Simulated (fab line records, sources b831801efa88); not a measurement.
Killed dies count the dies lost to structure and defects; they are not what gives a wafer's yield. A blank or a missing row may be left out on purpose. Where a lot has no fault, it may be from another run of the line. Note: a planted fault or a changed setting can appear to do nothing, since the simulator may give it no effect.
Struck lot and sound lot, side by side	flow sky130	17 out of 708 route steps
Sound: these wafers, L923.1, L923.4, L923.5. Wafers L930.1, L930.2, L930.4 were the ones struck. Last of all comes the cause.
Order at every step that has rows: each side's tool, ch and its chambers, its first start. Under that, the readings that differ: sound wafers	struck wafers	difference of the means	sigmas: that difference in standard deviations of wafers without a fault.
alike: readings whose means differ by less than 2 such deviations, and words and numbers that are the same on both sides. not compared: withheld readings, readings that some wafer has no value for, bounds like >300 that may hide the same value, and numbers for which the record gives no deviation and whose values overlap.
The two part at a step that has a row with sigmas, a row that says differs or no value, or rows on one side only. When numbers do not overlap yet have no deviation, they are printed without sigmas and do not part them. Lack of a reading on every wafer of one side parts them only where that side has two or more wafers.

SKY_VT_ADJUST_LVTN_OVL_MEAS_07:
  sound: overlay-01 at day 6 18:31; struck: overlay-02 at day 8 16:22
  alike: VT_ADJUST_LVTN_OVL
then, 1 step without rows for these wafers: SKY_VT_ADJUST_LVTN_IMPLANT_08.
SKY_VT_ADJUST_LVTN_STRIP_09: strips in O2/N2.
  sound on plasma asher-04 ch 0, day 6 18:42; struck on plasma asher-02 ch 0,1, day 8 16:33
reading	sound	struck	difference	sigmas
drypump motor current A (A)	5.1 5.0 5.1	6.1 6.3 6.1	+1.1	+2
strip time to endpoint s (s)	36.97 36.98 36.93	36.77 36.62 36.89	-0.20	-2
  alike: o2 flow sccm, oes product au
  not compared: rf hours counter h
SKY_VT_ADJUST_LVTN_TW_MEAS_10:
  sound: film metro-03 at day 6 18:48; struck: film metro-03 at day 8 16:39
  alike: VT_ADJUST_LVTN_TW
then, 7 steps without rows for these wafers: SKY_VT_ADJUST_LVTN_DEHYDRATE_11 (time 60 s); SKY_VT_ADJUST_LVTN_HMDS_12 (prime time 60 s); SKY_VT_ADJUST_LVTN_COAT_13 (resist thk 1140 nm); SKY_VT_ADJUST_LVTN_SOFTBAKE_14 (time 60 s); SKY_VT_ADJUST_LVTN_EXPOSE_15 (exposes mask HVN STD DERIVED, target cd 600 nm); SKY_VT_ADJUST_LVTN_PEB_16; SKY_VT_ADJUST_LVTN_DEVELOP_17 (develop time 60 s).
SKY_VT_ADJUST_LVTN_OVL_MEAS_18:
  sound: overlay-01 at day 7 13:31; struck: overlay-01 at day 9 12:40
  alike: VT_ADJUST_LVTN_01_OVL
SKY_VT_ADJUST_LVTN_IMPLANT_19:
  sound on implanter-02 ch 0, day 7 13:33; struck on implanter-02 ch 0, day 9 12:42
reading	sound	struck	difference	sigmas
dose ions cm2	6.508e+11 6.498e+11 6.504e+11	4.011e+11 3.992e+11 3.993e+11	-2.505e+11	-99 or more
faraday current uA	3.65 3.70 3.68	2.28 2.22 2.27	-1.42	-20
SKY_VT_ADJUST_LVTN_STRIP_20: strips in O2/N2.
  sound on plasma asher-03 ch 0,1, day 7 13:42; struck on plasma asher-03 ch 0,1, day 9 12:51
  alike: drypump motor current A, o2 flow sccm, oes product au, strip time to endpoint s
  not compared: rf hours counter h
SKY_VT_ADJUST_LVTN_TW_MEAS_21:
  sound: film metro-02 at day 7 13:48; struck: film metro-03 at day 9 12:57
reading	sound	struck	difference	sigmas
VT_ADJUST_LVTN_2_TW	187.8 188.3 187.4	168.5 167.3 168.2	-19.8	-10
then, 1 step without rows for these wafers: SKY_VT_ADJUST_NCORE_DEHYDRATE_00 (time 60 s).
-- here the record skips 38 days between the struck wafers' starts before and after, leaving off in module VT_ADJUST_NCORE and picking up in module PAD_OPEN (first step shown: number 708 of the route) --
SKY_PAD_OPEN_PROBE_99:
  sound: prober-01 at day 45 12:53; struck: prober-02 at day 47 13:53
reading	sound	struck	difference	sigmas
model.etest.nfet g5v0d10v5.drive ua um	604.5 601 606.4	616.9 624.8 614.4	+14.7	
model.etest.nfet_16v.drive ua um	219.3 218.9 222.1	225.8 230.8 224.6	+7.0	
model.etest.nfet g5v0d10v5.body rise v (V)	0.6752 0.6736 0.6711	0.6318 0.6299 0.6352	-0.0410	
model.etest.nfet_16v.body rise v (V)	0.6691 0.6702 0.666	0.6281 0.624 0.6333	-0.0400	
model.etest.nfet g5v0d10v5.vt sat v (V)	0.7455 0.7647 0.756	0.7242 0.7283 0.7268	-0.0290	
model.etest.nfet g5v0d10v5.vt v (V)	0.8097 0.8256 0.8166	0.7917 0.7965 0.7943	-0.0231	
model.etest.nfet_16v.vt v (V)	0.7642 0.7705 0.7633	0.7443 0.7449 0.7482	-0.0202	
  alike: killed_at_M0_to_M3, killed_at_M4_up, killed at contacts, killed at front end, killed at other, killed dies, killed open, killed short
  not compared: model.etest.res pwell under gate.rs ohm sq

## WHERE THEY PART
Earliest at SKY_VT_ADJUST_LVTN_STRIP_09; latest, in this record, at SKY_VT_ADJUST_LVTN_TW_MEAS_21. Later steps at which nothing parts them and some readings are alike: SKY_PAD_OPEN_PROBE_99.

WHY: whatever the simulator had introduced
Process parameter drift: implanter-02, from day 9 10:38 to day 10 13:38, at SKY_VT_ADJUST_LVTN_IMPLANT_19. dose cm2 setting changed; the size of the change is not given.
